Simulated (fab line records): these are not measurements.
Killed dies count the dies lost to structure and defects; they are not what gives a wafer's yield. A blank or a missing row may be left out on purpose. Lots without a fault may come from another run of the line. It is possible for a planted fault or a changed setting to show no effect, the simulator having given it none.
Split-lot study ; flow sky130 ; 23 wafers read from 5 lots, route of 708 steps

THE SPLIT
At SKY_FIELD_ISO_OXIDATION_22 (stabilise 600 s, purge 300 s, target thk 10 nm), the setting ox time s was moved away from the recipe's 623 s on 10 of the 23 wafers read, by +8.7% to +14.0%. For the rest of the wafers, this setting stayed at what the recipe calls for.

The file shows no step between the split and the reading.

THE READING
FIELD_ISO_OXIDATION_01_THK (nm), taken at SKY_FIELD_ISO_THK_MEAS_23. A value of 9.98 nm with a standard deviation of 0.18 nm is what fault-free wafers of this fab line usually give.

wafer;tool, chamber at the split;ox time s as run, s;against the recipe;FIELD_ISO_OXIDATION_01_THK, nm;against lot-mates on the recipe
L074.1;-, -;623;recipe;9.97;-
L074.2;-, -;623;recipe;9.96;-
L074.3;-, -;623;recipe;9.97;-
L074.4;-, -;623;recipe;9.80;-
L074.5;-, -;623;recipe;10.28;-
L076.1;-, -;623;recipe;9.90;-
L076.2;-, -;623;recipe;10.05;-
L076.3;-, -;623;recipe;10.01;-
L076.5;-, -;623;recipe;9.84;-
L076.6;-, -;623;recipe;10.09;-
L079.1;furnace-01, 0;623;recipe;9.91;-
L079.3;furnace-01, 0;623;recipe;9.89;-
L079.5;furnace-01, 0;623;recipe;9.90;-
L082.1;-, -;677;+8.7%;10.34;no lot-mate on the recipe
L082.2;-, -;677;+8.7%;10.38;no lot-mate on the recipe
L082.4;-, -;677;+8.7%;10.47;no lot-mate on the recipe
L082.5;-, -;677;+8.7%;10.50;no lot-mate on the recipe
L082.6;-, -;677;+8.7%;10.44;no lot-mate on the recipe
L084.1;-, -;710.3;+14.0%;10.80;no lot-mate on the recipe
L084.2;-, -;710.3;+14.0%;10.85;no lot-mate on the recipe
L084.4;-, -;710.3;+14.0%;10.80;no lot-mate on the recipe
L084.5;-, -;710.3;+14.0%;10.82;no lot-mate on the recipe
L084.6;-, -;710.3;+14.0%;10.97;no lot-mate on the recipe

FIT RESULTS
A straight line over all 23 wafers: FIELD_ISO_OXIDATION_01_THK changes by +0.0609 nm for each +1% of ox time s; r = +0.96; the points scatter about the line by 0.11 nm.
Too few moved wafers have a lot-mate on the recipe to fit a line with each lot's own level taken away.

THE WHOLE CHAIN: every reading that the file lists as answering this split, in the file's order
step;what it does;reading;change (the file's fit);r (the file's)
SKY_FIELD_ISO_OXIDATION_22;stabilise 600 s, purge 300 s, target thk 10 nm;SiO2_of_FIELD_ISO_OXIDATION_22.thk nm (the simulator's own value, which no gauge read);+0.0604 nm for each +1% of the setting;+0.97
SKY_FIELD_ISO_THK_MEAS_23;;FIELD_ISO_OXIDATION_01_THK;+0.0609 for each +1% of the setting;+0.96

THE FILE'S OWN FIT
FIELD_ISO_OXIDATION_01_THK changes by +0.0609 nm for each +1% of ox time s, r = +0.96.
